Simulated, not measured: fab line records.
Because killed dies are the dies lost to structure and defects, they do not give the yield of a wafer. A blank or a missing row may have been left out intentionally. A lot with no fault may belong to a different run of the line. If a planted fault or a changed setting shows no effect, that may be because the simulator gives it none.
What tool caused it?	flow sky130	24 lots with 72 wafers sampled at 6 steps, on a route of 708 steps

## WHAT EACH GAUGE READ, for each wafer
SKY_SD_N_CD_MEAS_07: the cd target is 380 nm.
lot	measured	on	cdNm (nm)
L074	day 27 23:18	cdSem-01	380.4 382.1 381.4
L075	day 28 08:44	cdSem-02	379.3 376.4 378.2
L076	day 28 18:11	cdSem-02	380.7 381.3 381.5
L077	day 29 05:09	cdSem-02	383.5 383.9 384.4
L079	day 29 05:48	cdSem-01	382.3 382.2 382.6
L078	day 29 09:55	cdSem-02	379.2 382.9 383.5
L081	day 30 02:01	cdSem-01	379.9 381.8 378.2
L080	day 30 04:33	cdSem-02	379.9 382.3 379.4
L082	day 30 13:52	cdSem-01	381.3 381.6 380.9
L083	day 30 20:18	cdSem-02	383.3 381.5 380.4
L084	day 31 07:20	cdSem-01	378.6 379.4 379.4
L085	day 31 16:37	cdSem-02	378.0 378.5 378.0
L086	day 32 01:19	cdSem-02	380.3 381.7 379.4
L087	day 32 07:30	cdSem-02	380.8 378.1 380.6
L088	day 32 16:24	cdSem-02	379.2 380.8 381.2
L089	day 32 21:28	cdSem-01	378.6 378.6 378.9
L090	day 33 01:03	cdSem-02	380.6 379.0 379.1
L091	day 33 16:33	cdSem-02	379.0 375.8 378.3
L092	day 33 21:16	cdSem-02	381.2 383.4 382.0
L093	day 34 04:59	cdSem-01	380.2 380.1 381.8
L094	day 34 11:51	cdSem-01	385.5 384.4 385.4
L095	day 34 21:14	cdSem-01	380.1 382.1 383.2
L096	day 34 22:59	cdSem-02	383.6 384.3 384.0
L097	day 35 03:34	cdSem-02	382.0 382.5 382.0

SKY_VIA4_THK_MEAS_01.
lot	measured	on	VIA4_HDPCVD_THK (nm)
L074	day 41 20:00	filmMetro-03	1725 1742 1755
L075	day 42 04:45	filmMetro-03	1758 1743 1749
L076	day 42 13:26	filmMetro-03	1757 1751 1749
L077	day 42 21:51	filmMetro-02	1764 1744 1733
L079	day 42 22:21	filmMetro-03	1748 1748 1751
L078	day 43 02:13	filmMetro-04	1738 1764 1725
L081	day 43 14:34	filmMetro-04	1716 1718 1729
L080	day 43 19:04	filmMetro-02	1721 1730 1751
L082	day 44 02:57	filmMetro-03	1770 1780 1753
L083	day 44 07:24	filmMetro-03	1754 1745 1756
L084	day 44 16:11	filmMetro-04	1709 1717 1722
L085	day 44 22:57	filmMetro-02	1776 1754 1776
L086	day 45 06:04	filmMetro-02	1724 1748 1751
L087	day 45 10:38	filmMetro-04	1735 1744 1740
L088	day 45 19:39	filmMetro-03	1794 1776 1777
L089	day 45 22:10	filmMetro-02	1748 1743 1770
L090	day 46 01:04	filmMetro-04	1791 1776 1753
L091	day 46 12:48	filmMetro-04	1758 1754 1761
L092	day 46 18:10	filmMetro-02	1753 1763 1749
L093	day 47 00:20	filmMetro-02	1763 1757 1751
L094	day 47 03:05	filmMetro-03	1753 1778 1771
L095	day 47 11:19	filmMetro-03	1746 1754 1748
L096	day 47 14:58	filmMetro-04	1762 1768 1757
L097	day 47 16:23	filmMetro-03	1746 1750 1753

## WHAT TOOL EACH LOT RAN ON (gives the tool, then ch and the chambers of the sampled wafers, and finally the start)
lot	SKY_METAL3_SPUTTER_02	SKY_METAL3_SPUTTER_03	SKY_CAP2M_SPUTTER_02	SKY_CAP2M_STRIP_14
L074	pvdSputter-01, day 36 08:20	pvdSputter-01, day 36 08:22	pvdSputter-04, day 39 17:30	plasmaAsher-01 ch 0,1, day 40 18:17
L075	pvdSputter-01, day 36 16:55	pvdSputter-01, day 36 16:58	pvdSputter-03, day 40 01:33	plasmaAsher-02 ch 0,1, day 41 02:11
L076	pvdSputter-04, day 37 02:48	pvdSputter-04, day 37 02:50	pvdSputter-04, day 40 10:41	plasmaAsher-02 ch 0,1, day 41 11:06
L077	pvdSputter-04, day 37 12:00	pvdSputter-04, day 37 12:02	pvdSputter-04, day 40 19:41	plasmaAsher-04 ch 0,1, day 41 20:14
L079	pvdSputter-01, day 37 12:35	pvdSputter-01, day 37 12:37	pvdSputter-04, day 40 20:23	plasmaAsher-01 ch 0, day 41 20:57
L078	pvdSputter-01, day 37 15:49	pvdSputter-01, day 37 15:50	pvdSputter-04, day 41 00:07	plasmaAsher-04 ch 0,1, day 42 00:44
L081	pvdSputter-01, day 38 07:39	pvdSputter-01, day 38 07:41	pvdSputter-04, day 41 14:24	plasmaAsher-01 ch 0, day 42 14:05
L080	pvdSputter-04, day 38 10:41	pvdSputter-04, day 38 10:44	pvdSputter-04, day 41 18:13	plasmaAsher-04 ch 0,1, day 42 18:14
L082	pvdSputter-01, day 38 20:45	pvdSputter-01, day 38 20:47	pvdSputter-04, day 42 03:01	plasmaAsher-01 ch 0,1, day 43 02:29
L083	pvdSputter-01, day 39 01:15	pvdSputter-01, day 39 01:17	pvdSputter-03, day 42 06:59	plasmaAsher-02 ch 0,1, day 43 06:39
L084	pvdSputter-01, day 39 10:33	pvdSputter-01, day 39 10:35	pvdSputter-03, day 42 17:31	plasmaAsher-01 ch 0,1, day 43 16:20
L085	pvdSputter-04, day 39 19:07	pvdSputter-04, day 39 19:09	pvdSputter-03, day 43 00:38	plasmaAsher-02 ch 0,1, day 43 23:02
L086	pvdSputter-01, day 40 03:09	pvdSputter-01, day 40 03:11	pvdSputter-01, day 43 07:29	plasmaAsher-02 ch 0,1, day 44 06:35
L087	pvdSputter-01, day 40 07:01	pvdSputter-01, day 40 07:03	pvdSputter-03, day 43 12:03	plasmaAsher-01 ch 1, day 44 11:17
L088	pvdSputter-04, day 40 19:11	pvdSputter-04, day 40 19:14	pvdSputter-04, day 43 23:01	plasmaAsher-02 ch 0, day 44 21:29
L089	pvdSputter-03, day 40 23:03	pvdSputter-03, day 40 23:05	pvdSputter-03, day 44 01:07	plasmaAsher-04 ch 1, day 44 23:30
L090	pvdSputter-04, day 41 01:00	pvdSputter-04, day 41 01:02	pvdSputter-03, day 44 03:11	plasmaAsher-02 ch 0,1, day 45 01:56
L091	pvdSputter-03, day 41 15:21	pvdSputter-03, day 41 15:23	pvdSputter-03, day 44 16:19	plasmaAsher-04 ch 0,1, day 45 13:51
L092	pvdSputter-03, day 41 20:18	pvdSputter-03, day 41 20:20	pvdSputter-04, day 44 21:53	plasmaAsher-01 ch 1, day 45 19:17
L093	pvdSputter-03, day 42 04:46	pvdSputter-03, day 42 04:48	pvdSputter-03, day 45 05:33	plasmaAsher-01 ch 0,1, day 46 02:17
L094	pvdSputter-04, day 42 08:34	pvdSputter-04, day 42 08:36	pvdSputter-03, day 45 08:15	plasmaAsher-02 ch 0,1, day 46 04:56
L095	pvdSputter-01, day 42 18:04	pvdSputter-01, day 42 18:07	pvdSputter-04, day 45 17:30	plasmaAsher-04 ch 0,1, day 46 13:36
L096	pvdSputter-01, day 42 20:58	pvdSputter-01, day 42 21:00	pvdSputter-01, day 45 20:26	plasmaAsher-04 ch 0,1, day 46 17:05
L097	pvdSputter-03, day 42 23:31	pvdSputter-03, day 42 23:33	pvdSputter-04, day 45 22:03	plasmaAsher-04 ch 0, day 46 18:35
- SKY_METAL3_SPUTTER_02: material AlCu, target thk 735 nm, time 39.1 s.
- SKY_METAL3_SPUTTER_03: material Ti, target thk 5 nm, time 3.3 s.
- SKY_CAP2M_SPUTTER_02: material TiN, target thk 200 nm, time 166.7 s.
- SKY_CAP2M_STRIP_14: strips in O2/N2.

## WHAT THE TOOLS THEMSELVES READ (means of the sampled wafers that have a number; where no wafer has one, the mark that the record gives instead)
SKY_METAL3_SPUTTER_02.
lot	tool	throttleValvePct (%)
L074	pvdSputter-01	29.3
L075	pvdSputter-01	29.4
L076	pvdSputter-04	30.6
L077	pvdSputter-04	30.8
L079	pvdSputter-01	29.1
L078	pvdSputter-01	30.0
L081	pvdSputter-01	30.0
L080	pvdSputter-04	31.0
L082	pvdSputter-01	29.1
L083	pvdSputter-01	29.6
L084	pvdSputter-01	30.2
L085	pvdSputter-04	31.0
L086	pvdSputter-01	29.9
L087	pvdSputter-01	28.8
L088	pvdSputter-04	30.7
L089	pvdSputter-03	30.2
L090	pvdSputter-04	30.9
L091	pvdSputter-03	29.7
L092	pvdSputter-03	30.3
L093	pvdSputter-03	30.3
L094	pvdSputter-04	30.6
L095	pvdSputter-01	29.8
L096	pvdSputter-01	29.4
L097	pvdSputter-03	29.9

SKY_METAL3_SPUTTER_03.
lot	tool	throttleValvePct (%)
L074	pvdSputter-01	29.4
L075	pvdSputter-01	29.2
L076	pvdSputter-04	30.5
L077	pvdSputter-04	30.8
L079	pvdSputter-01	29.2
L078	pvdSputter-01	30.1
L081	pvdSputter-01	30.1
L080	pvdSputter-04	30.9
L082	pvdSputter-01	29.3
L083	pvdSputter-01	29.7
L084	pvdSputter-01	30.3
L085	pvdSputter-04	31.1
L086	pvdSputter-01	30.0
L087	pvdSputter-01	29.0
L088	pvdSputter-04	30.7
L089	pvdSputter-03	30.2
L090	pvdSputter-04	30.7
L091	pvdSputter-03	29.8
L092	pvdSputter-03	30.1
L093	pvdSputter-03	30.3
L094	pvdSputter-04	30.7
L095	pvdSputter-01	29.9
L096	pvdSputter-01	29.4
L097	pvdSputter-03	29.8

SKY_CAP2M_SPUTTER_02.
lot	tool	throttleValvePct (%)
L074	pvdSputter-04	29.8
L075	pvdSputter-03	29.8
L076	pvdSputter-04	31.0
L077	pvdSputter-04	30.7
L079	pvdSputter-04	30.8
L078	pvdSputter-04	31.4
L081	pvdSputter-04	30.1
L080	pvdSputter-04	30.9
L082	pvdSputter-04	30.6
L083	pvdSputter-03	30.2
L084	pvdSputter-03	30.6
L085	pvdSputter-03	30.3
L086	pvdSputter-01	30.0
L087	pvdSputter-03	31.1
L088	pvdSputter-04	31.9
L089	pvdSputter-03	30.2
L090	pvdSputter-03	30.5
L091	pvdSputter-03	30.5
L092	pvdSputter-04	31.7
L093	pvdSputter-03	29.8
L094	pvdSputter-03	30.5
L095	pvdSputter-04	31.9
L096	pvdSputter-01	29.5
L097	pvdSputter-04	30.7

SKY_CAP2M_STRIP_14.
lot	tool	drypumpMotorCurrentA (A)	oesProductAu (a.u.)	stripTimeToEndpointS (s)
L074	plasmaAsher-01	5.5	0.710	12.70
L075	plasmaAsher-02	5.5	0.713	12.66
L076	plasmaAsher-02	5.4	0.710	12.69
L077	plasmaAsher-04	6.1	0.705	12.71
L079	plasmaAsher-01	5.3	0.704	12.62
L078	plasmaAsher-04	6.1	0.710	12.63
L081	plasmaAsher-01	5.2	0.711	12.62
L080	plasmaAsher-04	6.1	0.712	12.65
L082	plasmaAsher-01	5.4	0.710	12.65
L083	plasmaAsher-02	5.4	0.713	12.63
L084	plasmaAsher-01	5.3	0.711	12.68
L085	plasmaAsher-02	5.6	0.708	12.63
L086	plasmaAsher-02	5.5	0.712	12.74
L087	plasmaAsher-01	5.6	0.706	12.72
L088	plasmaAsher-02	5.3	0.707	12.70
L089	plasmaAsher-04	6.2	0.711	12.68
L090	plasmaAsher-02	5.6	0.711	12.67
L091	plasmaAsher-04	6.1	0.712	12.65
L092	plasmaAsher-01	5.6	0.716	12.69
L093	plasmaAsher-01	5.5	0.714	12.65
L094	plasmaAsher-02	5.4	0.708	12.72
L095	plasmaAsher-04	6.0	0.714	12.67
L096	plasmaAsher-04	6.1	0.712	12.60
L097	plasmaAsher-04	5.9	0.713	12.65

## THE ANSWER, worked out from the rows above alone
Rule: the usual values come from the lots themselves. Put in order of their means at a reading, lots are off if they are a third of the lots or fewer, leave a main group of 4 or more, and stand apart from it by a gap of 3 or more times the standard deviation of the main group's means; of several such gaps the widest counts. A main group is skipped when, at the precision printed for the reading in the tables above, its means are all equal. A lot without any number at a reading at which 4 lots or more have one is off too. Any other lot the step has rows for is counted as sound. First the gauges in route order, then the tools' own readings, where a lot's mean is used as printed above. The first step at which some lot is off is used, and at that step the reading that is off furthest; a lot without a number counts as furthest.
No lot is off at any reading shown: from this, nothing can be told.

## WHAT THE SIMULATOR PUT IN
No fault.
